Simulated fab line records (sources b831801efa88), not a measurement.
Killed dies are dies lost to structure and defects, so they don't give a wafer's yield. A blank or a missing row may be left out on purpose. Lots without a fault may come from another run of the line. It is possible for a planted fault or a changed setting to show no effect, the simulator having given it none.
What tool caused it? -- flow sky130 -- Sampling: 6 lots, 18 wafers, 2 of 708 route steps

== WHAT THE GAUGES READ, wafer by wafer ==
SKY_LOCAL_INTERCONNECT_OVL_MEAS_12.
lot,measured,on,LOCAL_INTERCONNECT_OVL (nm)
L169,day 33 21:38,overlay-02,-12 2 4
L175,day 36 03:29,overlay-01,0 4 3
L179,day 37 02:40,overlay-02,-8 1 -2
L181,day 37 11:42,overlay-01,2 -3 -7
L184,day 38 11:55,overlay-02,-2 2 -1
L186,day 38 22:13,overlay-02,-1 -6 -5

== TOOL THAT RAN EACH LOT (tool first, then ch and the chambers of the sampled wafers, then the start) ==
lot,SKY_LOCAL_INTERCONNECT_SPUTTER_00
L169,"pvdSputter-04, day 32 18:24"
L175,"pvdSputter-04, day 34 23:56"
L179,"pvdSputter-01, day 35 23:31"
L181,"pvdSputter-01, day 36 07:53"
L184,"pvdSputter-03, day 37 08:32"
L186,"pvdSputter-01, day 37 19:01"
- SKY_LOCAL_INTERCONNECT_SPUTTER_00: material TiN, target thk 100 nm, time 83.3 s.

== THE ANSWER, worked out from the rows above alone ==
Rule: usual is defined by the lots themselves. Put in order of their means at a reading, lots are off if they are a third of the lots or fewer, leave a main group of 4 or more, and stand apart from it by a gap of 3 or more times the standard deviation of the main group's means; of several such gaps the widest counts. A main group whose means are all the same, to the digits that the tables above print for the reading, isn't used. A lot without any number at a reading at which 4 lots or more have one is off too. Where the step has rows for the other lots, those lots are counted as sound.
Across all readings shown, no lot is off: no conclusion can be drawn from this.

== WHAT THE SIMULATOR PUT IN ==
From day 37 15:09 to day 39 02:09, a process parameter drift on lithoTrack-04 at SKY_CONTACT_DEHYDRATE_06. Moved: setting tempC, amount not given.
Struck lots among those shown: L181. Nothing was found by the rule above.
